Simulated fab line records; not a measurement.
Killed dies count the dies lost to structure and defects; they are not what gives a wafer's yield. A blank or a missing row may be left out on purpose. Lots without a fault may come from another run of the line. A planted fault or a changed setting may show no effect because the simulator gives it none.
Struck lot and sound lot, side by side | flow sky130 | 15 steps out of a route of 708
Sound: wafers L387.4, L387.5, L387.6. Struck: wafer L398.1 (L398.4, L398.5, from the same lot, were not struck and are left out); the cause is given at the end.
Per side, at each step with rows, come the tool, then ch with its chambers, and then its first start. Under that, the readings that differ: sound wafers | struck wafers | difference of the means | sigmas: that difference in standard deviations of wafers without a fault.
alike: words and numbers the same on both sides, and readings whose means are apart by under 2 such deviations; not compared: readings that were withheld, readings missing a value for some wafer, numbers with overlapping values and no deviation given by the record, and bounds like >300 which may hide the same value.
Wherever a step has rows on one side only, a row that says differs or no value, or a row with sigmas, the two part there. Numbers that don't overlap but have no deviation are shown without sigmas and don't part them. A reading missing from all wafers of one side parts the sides only when that side holds two or more wafers.

SKY_VIA1_STRIP_16: strips in O2/N2.
  sound on plasma_asher-02 ch 0,1, day 35 18:43; struck on plasma_asher-02 ch 0, day 39 09:57
  reading                | sound | struck | difference                   | sigmas
  rf_hours_counter_h (h) | - - - | 48     | no value on the sound wafers |
  alike: drypump_motor_current_A, oes_product_au, strip_time_to_endpoint_s
then, 4 steps without rows for these wafers: SKY_VIA1_STRIP_17 (strips in post etch residue remover, time 1200 s); SKY_VIA1_CLEAN_18 (cleans in IPA, time 180 s); SKY_VIA1_CLEAN_19 (cleans in O3/DIW); SKY_VIA1_SPUTTER_20 (material TiN, target thk 20 nm, time 80 s).
SKY_VIA1_CVD_21: deposits W, target thk 270 nm, time 80.902 s.
  sound on cvd_w-01 ch 0,1, day 35 19:29; struck on cvd_w-02 ch 0, day 39 10:38
  alike: heater_power_w
SKY_VIA1_RS_MEAS_22: measures by four-point-probe.
  struck on film_metro-01, day 39 10:44; sound on film_metro-04, day 35 19:36
  alike: VIA1_W_RS
SKY_VIA1_THK_MEAS_23: measures by xrf.
  struck on film_metro-01, day 39 10:51; sound on film_metro-04, day 35 19:41
  alike: VIA1_W_THK
SKY_VIA1_CMP_24: polishes, stops on SiO2, t overpolish 15 s, target thk 0 nm.
  sound on cmp-02 ch 0,1,3, day 35 19:49; struck on cmp-01 ch 0, day 39 11:01
  alike: motor_current_A, overpolish_run_s, time_to_endpoint_s
SKY_METAL2_SPUTTER_00: material Ti, target thk 15 nm, time 10 s.
  struck on pvd_sputter-03, day 39 11:13; sound on pvd_sputter-04, day 35 20:02
  alike: throttle_valve_pct
then, 1 step without rows for these wafers: SKY_METAL2_SPUTTER_01 (material TiN, target thk 20 nm, time 16.7 s).
SKY_METAL2_SPUTTER_02: material AlCu, target thk 250 nm, time 13.3 s.
  struck on pvd_sputter-03, day 39 11:16; sound on pvd_sputter-04, day 35 20:05
  alike: throttle_valve_pct
SKY_METAL2_SPUTTER_03: material Ti, target thk 5 nm, time 3.3 s.
  struck on pvd_sputter-03, day 39 11:17; sound on pvd_sputter-04, day 35 20:06
  reading                                   | sound             | struck | difference | sigmas
  model.Ti_of_METAL2_SPUTTER_03.thk_nm (nm) | 5.119 4.964 5.032 | 3.394  | -1.644     |
  alike: throttle_valve_pct
then, 1 step without rows for these wafers: SKY_METAL2_SPUTTER_04 (material TiN, target thk 70 nm, time 58.3 s).
-- the record jumps here: 11 days lie between the struck wafers' starts before and after (it left off in module METAL2 and takes up again in module PAD_OPEN, whose first step shown is number 708 of the route) --
SKY_PAD_OPEN_PROBE_99:
  the record has rows for the struck wafers here (prober-01, day 50 00:28) and none for the sound ones

== WHERE THEY PART ==
Last at SKY_PAD_OPEN_PROBE_99 as far as this record goes, first at SKY_VIA1_STRIP_16.

WHY: what the simulator had put in
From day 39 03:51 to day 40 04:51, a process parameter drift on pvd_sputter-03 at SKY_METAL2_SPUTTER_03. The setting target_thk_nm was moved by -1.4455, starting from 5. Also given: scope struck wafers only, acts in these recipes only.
